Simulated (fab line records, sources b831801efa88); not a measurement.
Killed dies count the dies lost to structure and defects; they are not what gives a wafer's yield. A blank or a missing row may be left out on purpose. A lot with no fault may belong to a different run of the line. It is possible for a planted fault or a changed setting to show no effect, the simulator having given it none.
Which tool is to blame?    flow gf180mcu    36 wafers sampled from 12 lots at 1 step of a route of 602

WHAT THE GAUGES READ, wafer by wafer
GF_DNWELL_TW_MEAS_09.
lot   measured     on             DNWELL_TW
L075  day 3 00:10  film-metro-04  1342 1345 1350
L077  day 3 10:22  film-metro-02  1315 1323 1321
L079  day 3 21:52  film-metro-02  1328 1324 1322
L081  day 4 14:43  film-metro-04  1328 1331 1325
L083  day 4 21:28  film-metro-04  1325 1325 1329
L085  day 5 12:39  film-metro-02  1330 1335 1333
L088  day 6 02:55  film-metro-02  1341 1347 1342
L090  day 6 11:25  film-metro-04  1330 1328 1331
L091  day 6 16:46  film-metro-01  1344 1336 1339
L093  day 7 04:01  film-metro-04  1323 1328 1334
L095  day 7 10:51  film-metro-01  1341 1348 1348
L097  day 7 20:40  film-metro-02  1322 1316 1320

TOOL THAT RAN EACH LOT (tool first, then ch and the chambers of the sampled wafers, then the start)
The record shows no process step preceding these readings.

THE ANSWER, worked out from the rows above alone
Rule: the lots themselves supply what counts as usual. Put in order of their means at a reading, lots are off if they are a third of the lots or fewer, leave a main group of 4 or more, and stand apart from it by a gap of 3 or more times the standard deviation of the main group's means; of several such gaps the widest counts. Not used: any main group whose means are identical at the precision the tables above print for the reading. A lot without any number at a reading at which 4 lots or more have one is off too. Any other lot the step has rows for is counted as sound.
Nothing can be told from this: no lot is off at any reading shown.

WHAT HAD BEEN PUT IN BY THE SIMULATOR
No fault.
